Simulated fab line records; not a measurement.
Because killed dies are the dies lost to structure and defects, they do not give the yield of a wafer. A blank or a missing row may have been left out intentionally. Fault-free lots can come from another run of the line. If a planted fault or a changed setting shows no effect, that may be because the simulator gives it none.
Chamber matching | flow gf180mcu | 4 sister chambers for GF_V5_CMP_26 on cmp-01
The step polishes, stops on SiO2, t overpolish 15 s, target thk 0 nm. 4 wafers are shown with their chamber, then 6 later ones without.

## WAFERS, EACH WITH ITS CHAMBER
wafer  | chamber | motor_current_A (A)
L636.2 | 2       | 9.7
L636.5 | 0       | 11.2
L637.2 | 1       | 11.7
L637.3 | 3       | 10.8

## WAFERS MISSING THEIR CHAMBER
wafer  | motor_current_A (A)
L637.5 | 9.8
L638.1 | 11.7
L638.2 | 9.7
L643.3 | 10.9
L643.4 | 10.0
L643.5 | 10.1

## THE CHAMBER EACH PASSED THROUGH
wafer  | from the rows above     | in truth
L637.5 | 2                       | 2
L638.1 | 1                       | 1
L638.2 | 2                       | 2
L643.3 | can't be placed: 3 or 0 | 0
L643.4 | 2                       | 2
L643.5 | can't be placed: 2 or 3 | 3
4 of 6 placed correctly. Not placeable from these rows: 2 (in 2, the candidates include the true chamber). Placed wrongly: 0.
How it was worked out, from the rows above alone: a wafer's distance from a chamber is the root of the sum, over the readings, of the square of ((its reading less the chamber's mean) divided by the reading's scatter). The wafer belongs to the nearest chamber; if the next one is less than 2 further off, it can't be placed. A chamber's mean is the mean of its shown wafers. The scatter: with one shown wafer a chamber, the root of the mean of the squares of how far each hidden wafer lies from its nearest shown one.
